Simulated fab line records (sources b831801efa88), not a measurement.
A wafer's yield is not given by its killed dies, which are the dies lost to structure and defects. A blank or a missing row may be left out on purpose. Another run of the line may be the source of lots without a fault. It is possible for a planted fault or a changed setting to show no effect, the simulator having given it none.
Code-filled problem report in 8D (eight disciplines) form / flow sfq line / the parts of the form that need people (team, actions taken, sign-off) are left out

## 1. PROBLEM STATEMENT
At SFQ_TRILAYER_I0_DEP_PECVD_027, run length s averages 131.3 s over 9 wafers from 3 lots, while fault-free wafers read 139.0 s, standard deviation 0.55. That puts it -14 standard deviations away from the usual mean.
The step: deposits SiO2 from SiH4/N2O, time 111.11 s, target thk 500 nm.
The first sign was on wafer L840.3 at day 16 13:38, on pecvd-03. The record holds 45 wafers of 15 lots with a number at this step. Rule for "out" (also "out of limits"): further than 4 standard deviations from the usual mean. All remaining wafers that have a number are taken as sound.

## 2. WHAT IT IS; WHAT IT IS NOT
question=which readings at this step | is=run length s | is not=heater power w
question=which lots | is=L840, L841, L843 | is not=L831, L832, L833, L835, L837, L838, L839, L848, L850, L851, L852, L854
question=which wafers of those lots | is=all that have a number | is not=-
question=read on which tools | is=pecvd-03 | is not=pecvd-02, pecvd-04
question=when | is=from day 16 13:38 | is not=up to then (21 sound wafers); but 15 sound wafers of L848, L850, L851, L852, L854 came after

## 3. SUSPECTS, AND WHAT RULES EACH OUT
Counting: a tool at a process step up to the reading stays a suspect if it ran every lot that is out and no sound lot after the first of them.
- rie metal-01 at SFQ_TRILAYER_L0_VIA_STRIP_STRIP_017 (strips in O2): ruled out as a lasting fault. Following L840 (day 11 05:19), the first lot on it that is out, the sound lots L850, L854 were run on it.
- pecvd-03 at SFQ_TRILAYER_I0_DEP_PECVD_027 (deposits SiO2 from SiH4/N2O, time 111.11 s, target thk 500 nm): ruled out as a lasting fault. Following L840 (day 16 13:38), the first lot on it that is out, the sound lots L851 were run on it.
Left after counting: nothing in the record.

## 4. THE CAUSE (what the simulator had put in)
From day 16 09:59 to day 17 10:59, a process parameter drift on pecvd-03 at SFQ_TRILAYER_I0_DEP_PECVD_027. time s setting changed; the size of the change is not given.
Counting ruled it out, wrongly.

## 5. THE EFFECT CHAIN, in route order
Rows list readings where the struck wafers' mean (over those with a number) sits beyond 3 standard deviations from the usual. Readings are gone through only where the record gives a usual standard deviation; hours: the median, over the lots, of the time from a lot's start at the first step in this table giving one to that lot's start at this step; sigmas: the change measured in usual standard deviations.
hours=0; step=SFQ_TRILAYER_I0_DEP_PECVD_027; reading=run length s; usual=139.0 s; on struck wafers=131.3; change=-7.7; sigmas=-14
hours=1; step=SFQ_TRILAYER_I0_CMP_CMP_028; reading=time to endpoint s; usual=215 s; on struck wafers=187; change=-28; sigmas=-3.8
Here are the process steps it includes:
- SFQ_TRILAYER_I0_DEP_PECVD_027: deposits SiO2 from SiH4/N2O, time 111.11 s, target thk 500 nm.
- SFQ_TRILAYER_I0_CMP_CMP_028: polishes SiO2.
At these later measuring or inspecting steps, every struck wafer for which the step has a row has a number for every such reading, and none has moved that far: SFQ_M1_OVL_MEAS_911.

## 6. HOW IT WOULD HAVE BEEN CAUGHT EARLIER
First out-of-limits reading in this record: day 16 13:38, which is 4 hours after fault onset at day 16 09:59.
